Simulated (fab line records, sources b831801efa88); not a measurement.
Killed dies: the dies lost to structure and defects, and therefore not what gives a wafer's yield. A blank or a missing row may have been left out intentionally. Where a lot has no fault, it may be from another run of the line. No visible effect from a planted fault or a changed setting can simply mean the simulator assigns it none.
What tool caused it? | flow sky130 | route of 708 steps, sampled at 1 step: 11 lots, 33 wafers

== WHAT THE GAUGES SHOWED, per wafer ==
SKY_POLY_GATE_THK_MEAS_04. Usual: for POLY_GATE_CVD_03_THK the level is 74.5 nm and the standard deviation is 0.8.
lot  | measured     | on           | POLY_GATE_CVD_03_THK (nm) | flag
L264 | day 15 06:25 | filmMetro-03 | 74.1 74.8 74.8            | 
L265 | day 15 07:46 | filmMetro-02 | 73.4 73.0 73.9            | 
L269 | day 17 05:08 | filmMetro-02 | 73.9 73.8 74.3            | 
L271 | day 18 03:26 | filmMetro-02 | 74.7 75.1 74.6            | 
L275 | day 19 16:55 | filmMetro-03 | 74.2 73.8 74.2            | 
L276 | day 19 18:19 | filmMetro-03 | 73.6 73.8 73.7            | 
L278 | day 20 11:05 | filmMetro-02 | 75.0 74.3 74.2            | 
L279 | day 21 02:34 | filmMetro-03 | 74.4 74.6 75.1            | 
L280 | day 22 00:18 | filmMetro-01 | 75.5 75.2 75.4            | 
L282 | day 22 02:43 | filmMetro-01 | 74.7 74.5 74.4            | 
L287 | day 23 14:05 | filmMetro-01 | 74.3 74.4 74.9            | 

== WHICH TOOL RAN EACH LOT (tool, then ch and the chambers of the sampled wafers, then the start) ==
The record shows no process step preceding these readings.

== WHAT THE TOOLS THEMSELVES READ (means of the sampled wafers that have a number; where no wafer has one, the mark that the record gives instead) ==
The record holds no such reading with a usual standard deviation.

== THE ANSWER, worked out from the rows above alone ==
Rule: a lot counts as off when the mean over its wafers that have a number is more than 3 standard deviations away from the usual mean. Also off: a lot with no number at a reading for which 4 or more lots have one. The other lots that the step has rows for count as sound. The gauges are gone through in route order, then the tools' own readings, and for those a lot's mean is taken as printed above. The first step at which some lot is off is used, and at that step the reading that is off furthest; a lot without a number counts as furthest.
None of the lots is off at any reading shown; this tells nothing.

== WHAT THE SIMULATOR HAD PUT IN ==
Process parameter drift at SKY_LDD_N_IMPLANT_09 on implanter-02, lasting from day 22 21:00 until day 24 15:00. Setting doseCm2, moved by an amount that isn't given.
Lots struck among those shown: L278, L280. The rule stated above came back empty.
